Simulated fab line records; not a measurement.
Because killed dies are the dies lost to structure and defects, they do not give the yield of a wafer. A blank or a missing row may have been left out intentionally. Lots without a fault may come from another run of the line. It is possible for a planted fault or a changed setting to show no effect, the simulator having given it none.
Which tool was responsible? || flow gf180mcu || Sampling: 7 lots, 20 wafers, 2 of 602 route steps

WHAT THE GAUGES SHOWED, per wafer
GF_LVPWELL_TW_MEAS_11.
{"lot": "L726", "measured": "day 4 08:26", "on": "film-metro-03", "LVPWELL_TW": "557 558 560"}
{"lot": "L728", "measured": "day 4 18:56", "on": "film-metro-01", "LVPWELL_TW": "554 554 555"}
{"lot": "L730", "measured": "day 4 23:13", "on": "film-metro-04", "LVPWELL_TW": "564 565 560"}
{"lot": "L732", "measured": "day 5 17:08", "on": "film-metro-04", "LVPWELL_TW": "563 568"}
{"lot": "L734", "measured": "day 5 23:47", "on": "film-metro-01", "LVPWELL_TW": "555 554 557"}
{"lot": "L736", "measured": "day 6 10:29", "on": "film-metro-04", "LVPWELL_TW": "570 569 568"}
{"lot": "L744", "measured": "day 8 08:17", "on": "film-metro-01", "LVPWELL_TW": "1303 1293 1300"}

TOOL THAT RAN EACH LOT (tool first, then ch and the chambers of the sampled wafers, then the start)
{"lot": "L726", "GF_LVPWELL_IMPLANT_08": "implanter-01 ch 0, day 4 08:02"}
{"lot": "L728", "GF_LVPWELL_IMPLANT_08": "implanter-01 ch 0, day 4 18:33"}
{"lot": "L730", "GF_LVPWELL_IMPLANT_08": "implanter-03 ch 0, day 4 22:51"}
{"lot": "L732", "GF_LVPWELL_IMPLANT_08": "implanter-01 ch 0, day 5 16:44"}
{"lot": "L734", "GF_LVPWELL_IMPLANT_08": "implanter-03 ch 0, day 5 23:23"}
{"lot": "L736", "GF_LVPWELL_IMPLANT_08": "implanter-01 ch 0, day 6 10:05"}
{"lot": "L744", "GF_LVPWELL_IMPLANT_08": "implanter-01 ch 0, day 8 07:53"}
- GF_LVPWELL_IMPLANT_08

THE ANSWER, worked out from the rows above alone
Rule: the lots themselves supply what counts as usual. Put in order of their means at a reading, lots are off if they are a third of the lots or fewer, leave a main group of 4 or more, and stand apart from it by a gap of 3 or more times the standard deviation of the main group's means; of several such gaps the widest counts. A main group is skipped when, at the precision printed for the reading in the tables above, its means are all equal. A lot without any number at a reading at which 4 lots or more have one is off too. Where the step has rows for the other lots, those lots are counted as sound.
Off: L744, at GF_LVPWELL_TW_MEAS_11 (LVPWELL_TW). Mean 561 and standard deviation 5.4 in the main group.
A tool fits if, at a process step before that reading, it ran every lot that is off, and no sound lot after the first of them. Those tools and the gauges at GF_LVPWELL_TW_MEAS_11 are tried in the same way. 2 tools fit, implanter-01 at GF_LVPWELL_IMPLANT_08 and film-metro-01 at GF_LVPWELL_TW_MEAS_11, so this cannot tell which one it is.

WHAT HAD BEEN PUT IN BY THE SIMULATOR
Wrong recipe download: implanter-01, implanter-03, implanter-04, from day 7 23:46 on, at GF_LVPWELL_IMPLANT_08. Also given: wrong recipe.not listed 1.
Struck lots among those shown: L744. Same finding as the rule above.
